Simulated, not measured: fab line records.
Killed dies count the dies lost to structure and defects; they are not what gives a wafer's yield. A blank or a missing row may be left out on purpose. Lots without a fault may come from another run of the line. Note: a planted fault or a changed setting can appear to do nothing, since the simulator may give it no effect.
Problem report in the 8D (eight disciplines) form, filled by code :: flow sky130 :: the parts of the form that need people (team, actions taken, sign-off) are left out

== 1. THE ISSUE ==
Wafers free of any fault read 188.7 (standard deviation 2.1) for VT_ADJUST_LVTN_2_TW at SKY_VT_ADJUST_LVTN_TW_MEAS_21, against a mean of 30.3 on 3 wafers of 2 lots. That is -75 standard deviations from the usual mean.
First seen on wafer L764.4, day 13 15:50, on film-metro-04. The record has a number at this step for 42 wafers belonging to 14 lots. Rule for "out", or "out of limits": more than 4 standard deviations from the usual mean. Any other wafer with a number is counted as sound.

== 2. WHAT IT IS AND WHAT IT IS NOT ==
question: which readings at this step
is: VT_ADJUST_LVTN_2_TW
is not: -

question: which lots
is: L764, L765
is not: L744, L745, L747, L748, L749, L750, L751, L752, L754, L755, L756, L757

question: which wafers of those lots
is: L764.4, L765.1, L765.4
is not: L764.2, L764.5, L765.2

question: read on which gauges
is: film-metro-02, film-metro-04
is not: film-metro-01

question: when
is: from day 13 15:50
is not: up to then (38 sound wafers); but 1 sound wafer of L765 came after

== 3. WHAT RULES OUT EACH SUSPECT ==
Counting: any tool at a process step up to the reading remains a suspect provided it ran every lot that is out. Sound lots after the first of them don't rule it out here, since some wafers of a struck lot are sound.
- the gauge at SKY_VT_ADJUST_LVTN_TW_MEAS_21 is ruled out. The wafers that are out were read on 2 gauges (film-metro-02, film-metro-04).
- litho-track-04 at SKY_VT_ADJUST_LVTN_DEVELOP_17 (develop time 60 s): kept. It processed each lot that is out (first: L764, day 13 15:25); up to then, its last sound lot is L757 (day 12 00:32).
The count leaves litho-track-04 at SKY_VT_ADJUST_LVTN_DEVELOP_17.

== 4. THE CAUSE (what the simulator had put in) ==
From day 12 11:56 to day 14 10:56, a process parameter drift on litho-track-04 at SKY_VT_ADJUST_LVTN_DEVELOP_17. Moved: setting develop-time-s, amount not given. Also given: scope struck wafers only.
The count eliminated every tool but this one.

== 5. THE CHAIN OF EFFECTS, in route order ==
One row per reading whose mean, taken over the struck wafers that have a number, lies over 3 standard deviations from the usual. Scope: only readings with a usual standard deviation given in the record; hours: median across lots of the time from each lot's start at the first step in this table that gives one to its start at this step; sigmas: change in usual standard deviations.
hours: 0
step: SKY_VT_ADJUST_LVTN_TW_MEAS_21
reading: VT_ADJUST_LVTN_2_TW
usual: 188.7
on struck wafers: 30.3
change: -158.4
sigmas: -75
Readings that are blank on the struck wafers while sound wafers have them: VT_ADJUST_LVTN_01_OVL at SKY_VT_ADJUST_LVTN_OVL_MEAS_18.
Later measuring or inspecting steps at which every struck wafer that the step has a row for has a number for every such reading, and none has moved that far: SKY_SONOS_ONO_THK_MEAS_05.

== 6. WHAT WOULD HAVE CAUGHT IT SOONER ==
28 hours passed between the start of the fault at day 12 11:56 and the first reading out of limits at a measuring or inspecting step in this record, taken at day 13 15:50.
Between SKY_VT_ADJUST_LVTN_DEVELOP_17 and SKY_VT_ADJUST_LVTN_TW_MEAS_21, SKY_VT_ADJUST_LVTN_OVL_MEAS_18 gave no VT_ADJUST_LVTN_01_OVL on the struck wafers, where sound wafers have one: a measuring or inspecting step that comes back empty is itself a sign.
Lots out: 2; of these, L765 started SKY_VT_ADJUST_LVTN_DEVELOP_17 on litho-track-04 after day 13 15:50. A tool hold placed at that time would have kept it from harm.
